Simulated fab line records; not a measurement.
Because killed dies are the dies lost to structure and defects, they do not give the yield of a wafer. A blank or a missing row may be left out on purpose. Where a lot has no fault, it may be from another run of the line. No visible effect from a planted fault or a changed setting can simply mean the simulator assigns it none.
Struck lot and sound lot, side by side + flow sky130 + 14 steps out of a route of 708
Sound: these wafers, L359.1, L359.4, L359.6. The struck wafers were L364.1, L364.3, L364.4. At the end, the cause is stated.
Per side, at each step with rows, come the tool, then ch with its chambers, and then its first start. Under that, the readings that differ: sound wafers + struck wafers + difference of the means + sigmas: that difference in standard deviations of wafers without a fault.
alike: readings with means less than 2 such deviations apart, plus words and numbers identical on both sides. not compared: withheld readings, readings lacking a value on some wafer, bounds such as >300 that could conceal the same value, and numbers that have no deviation in the record and whose values overlap.
The two part at a step that has a row with sigmas, a row that says differs or no value, or rows on one side only. Numbers that don't overlap but have no deviation are shown without sigmas and don't part them. Lack of a reading on every wafer of one side parts them only where that side has two or more wafers.

SKY_RES_XHIGH_TW_MEAS_09:
  sound: film-metro-04 at day 29 12:37; struck: film-metro-04 at day 30 23:19
  alike: RES_XHIGH_TW
then, 7 steps without rows for these wafers: SKY_SD_N_DEHYDRATE_00 (time 60 s); SKY_SD_N_HMDS_01 (prime time 60 s); SKY_SD_N_COAT_02 (resist thk 1140 nm); SKY_SD_N_SOFTBAKE_03 (time 60 s); SKY_SD_N_EXPOSE_04 (exposes mask NSDM, target cd 380 nm); SKY_SD_N_PEB_05; SKY_SD_N_DEVELOP_06 (develop time 60 s).
SKY_SD_N_CD_MEAS_07: target cd 380 nm.
  sound: cd-sem-01 at day 30 15:38; struck: cd-sem-02 at day 32 02:49
  alike: cd-nm
SKY_SD_N_OVL_MEAS_08:
  sound: overlay-01 at day 30 15:45; struck: overlay-02 at day 32 02:56
  alike: SD_N_OVL
then, 2 steps without rows for these wafers: SKY_SD_N_IMPLANT_09; SKY_SD_N_IMPLANT_10.
SKY_SD_N_STRIP_11: strips in O2/N2.
  sound on plasma-asher-04 ch 0,1, day 30 16:05; struck on plasma-asher-04 ch 0,1, day 32 03:16
  no value came back on the struck wafers for chamber-pressure-mTorr (mTorr), drypump-motor-current-A (A), oes-product-au (a.u.), strip-time-to-endpoint-s (s); on the sound wafers chamber-pressure-mTorr (mTorr) reads 1498.6 1503.4 1500.7
| reading                                   | sound | struck         | difference | sigmas |
|-------------------------------------------|-------|----------------|------------|--------|
| model.NOVOLAK_of_SD_N_COAT_02.thk-nm (nm) | 0 0 0 | 1139 1135 1140 | +1138      |        |
  not compared: rf-hours-counter-h
SKY_SD_N_TW_MEAS_12:
  sound: film-metro-04 at day 30 16:11; struck: film-metro-03 at day 32 03:22
  alike: SD_N_TW

WHERE THEY PART
SKY_SD_N_STRIP_11 only, going by this record. Later steps at which nothing parts them and some readings are alike: SKY_SD_N_TW_MEAS_12.

WHY: the cause the simulator had injected
Beginning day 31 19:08, the whole step at SKY_SD_N_STRIP_11 was skipped on plasma-asher-04. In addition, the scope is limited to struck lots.
